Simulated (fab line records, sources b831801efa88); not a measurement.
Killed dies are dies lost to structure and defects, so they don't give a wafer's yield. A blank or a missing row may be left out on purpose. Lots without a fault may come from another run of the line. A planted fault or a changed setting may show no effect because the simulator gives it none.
Chamber matching | flow sky130 | SKY_POLY_GATE_ETCH_17 on rie_si-02: 4 sister chambers
The step etches poly-Si in HBr/Cl2, stops on SiO2, target depth 180 nm, time 70.5 s. 4 wafers are shown with their chamber, then 7 later ones without.

WAFERS WITH THEIR CHAMBER
wafer  | chamber | drypump_motor_current_A (A)
L958.3 | 2       | 6.8
L959.6 | 1       | 5.7
L960.5 | 3       | 6.0
L961.5 | 0       | 5.6

WAFERS WITHOUT THEIR CHAMBER
wafer  | drypump_motor_current_A (A)
L963.2 | 6.8
L971.1 | 5.7
L971.3 | 6.8
L971.6 | 5.8
L972.1 | 5.7
L972.2 | 6.9
L972.4 | 6.0

WHICH CHAMBER EACH WENT THROUGH
wafer  | from the rows above          | in truth
L963.2 | 2                            | 2
L971.1 | can't be placed: 1 or 0      | 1
L971.3 | 2                            | 2
L971.6 | can't be placed: 1 or 0 or 3 | 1
L972.1 | can't be placed: 1 or 0      | 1
L972.2 | 2                            | 2
L972.4 | 3                            | 3
Placed correctly: 4 of 7. Can't be placed from these rows: 3 (the true chamber is among the candidates in 3). Placed wrongly: 0.
How it was worked out, from the rows above alone: a wafer's distance from a chamber is the root of the sum, over the readings, of the square of ((its reading less the chamber's mean) divided by the reading's scatter). The wafer belongs to the nearest chamber; if the next one is less than 2 further off, it can't be placed. A chamber's mean is the mean of its shown wafers. The scatter: with one shown wafer a chamber, the root of the mean of the squares of how far each hidden wafer lies from its nearest shown one.
